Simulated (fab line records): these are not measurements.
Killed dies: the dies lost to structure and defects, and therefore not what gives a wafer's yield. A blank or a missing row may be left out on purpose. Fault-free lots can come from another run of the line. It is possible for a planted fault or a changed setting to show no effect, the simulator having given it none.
Matching of chambers ; flow sky130 ; SKY_VIA2_ETCH_15 on rie_diel-01 has 4 sister chambers
The step etches SiO2 in C4F8/O2/Ar, stops on TiN, target depth 546 nm, time 84 s. 4 wafers are shown with their chamber, then 9 later ones without.

WAFERS PAIRED WITH THEIR CHAMBERS
wafer;chamber;oes_product_au (a.u.)
L076.2;3;0.936
L081.1;2;0.929
L081.2;1;0.940
L081.6;0;0.948

WAFERS MISSING THEIR CHAMBER
wafer;oes_product_au (a.u.)
L087.1;0.939
L087.5;0.936
L087.6;0.936
L095.1;0.943
L095.2;0.930
L095.6;0.942
L097.2;0.940
L097.3;0.938
L097.4;0.936

WHICH CHAMBER EACH ONE RAN IN
wafer;from the rows above;in truth
L087.1;can't be placed: 1 or 3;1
L087.5;3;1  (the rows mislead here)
L087.6;3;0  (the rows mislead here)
L095.1;can't be placed: 1 or 0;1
L095.2;2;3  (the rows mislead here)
L095.6;1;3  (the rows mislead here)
L097.2;1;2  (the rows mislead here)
L097.3;can't be placed: 3 or 1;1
L097.4;3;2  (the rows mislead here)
Correctly placed: 0 of 9. Can't be placed from these rows: 3 (the true chamber is among the candidates in 3). Number placed wrongly: 6.
How it was worked out, from the rows above alone: a wafer's distance from a chamber is the root of the sum, over the readings, of the square of ((its reading less the chamber's mean) divided by the reading's scatter). The wafer belongs to the nearest chamber; if the next one is less than 2 further off, it can't be placed. Each chamber's mean is taken over the wafers shown for it. The scatter: with one shown wafer a chamber, the root of the mean of the squares of how far each hidden wafer lies from its nearest shown one.
